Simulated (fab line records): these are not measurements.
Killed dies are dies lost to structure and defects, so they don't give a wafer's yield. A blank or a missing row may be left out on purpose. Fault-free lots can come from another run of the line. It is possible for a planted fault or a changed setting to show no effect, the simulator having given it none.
Problem report, 8D (eight disciplines) form, completed by code    flow sky130    the parts of the form that need people (team, actions taken, sign-off) are left out

1. THE PROBLEM
At SKY_LOCAL_INTERCONNECT_COAT_06, spinSpeedRpm averages 2930.9 rpm over 6 wafers from 2 lots, while fault-free wafers read 2999.9 rpm, standard deviation 2.4. Relative to the usual mean, that is a shift of -29 standard deviations.
The step: resist thk 450 nm.
First seen on wafer L901.2, day 36 00:00, on lithoTrack-04. At this step, 18 wafers from 6 lots have a number in the record. Rule for "out" (also "out of limits"): further than 4 standard deviations from the usual mean. All remaining wafers that have a number are taken as sound.

2. WHAT IT IS; WHAT IT IS NOT
question                     is                      is not
which readings at this step  spinSpeedRpm            -
which lots                   L901, L906              L884, L892, L898, L903
which wafers of those lots   all that have a number  -
read on which tools          lithoTrack-04           lithoTrack-01, lithoTrack-02
when                         from day 36 00:00       up to then (9 sound wafers); but 3 sound wafers of L903 came after

3. SUSPECTS, AND WHAT RULES EACH OUT
Counting: any tool at a process step up to the reading is kept as a suspect provided that every lot that is out went through it and no sound lot did after the first of them.
- lithoTrack-04 at SKY_LOCAL_INTERCONNECT_COAT_06 (resist thk 450 nm): kept. It ran every lot that is out, first L901 (day 36 00:00), and no sound lot after that; its last sound lot up to then is L892 (day 33 07:00). Its own readings are out on those wafers: spinSpeedRpm.
After counting, what remains is lithoTrack-04 at SKY_LOCAL_INTERCONNECT_COAT_06.

4. THE CAUSE (what the simulator had put in)
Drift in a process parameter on lithoTrack-04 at SKY_LOCAL_INTERCONNECT_COAT_06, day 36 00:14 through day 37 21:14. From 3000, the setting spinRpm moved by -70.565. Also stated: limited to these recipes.
Counting left only this tool.

5. SEQUENCE OF EFFECTS, ordered by route
Rows list readings where the struck wafers' mean (over those with a number) sits beyond 3 standard deviations from the usual. Only readings whose record carries a usual standard deviation are examined. hours: median over the lots of the time between each lot's start at the first step of this table that gives one and its start at this step. sigmas: the change, counted in usual standard deviations.
hours  step                            reading       usual       on struck wafers  change  sigmas
0      SKY_LOCAL_INTERCONNECT_COAT_06  spinSpeedRpm  2999.9 rpm  2930.9            -69.0   -29
The process steps in it:
- SKY_LOCAL_INTERCONNECT_COAT_06: resist thk 450 nm.
Later steps that measure or inspect, where all struck wafers having a row at the step show a number for every such reading and not one has moved that far: SKY_LOCAL_INTERCONNECT_CD_MEAS_11, SKY_LOCAL_INTERCONNECT_OVL_MEAS_12.

6. HOW IT WOULD HAVE BEEN CAUGHT EARLIER
In this record the first reading out of limits was taken at day 36 00:00.
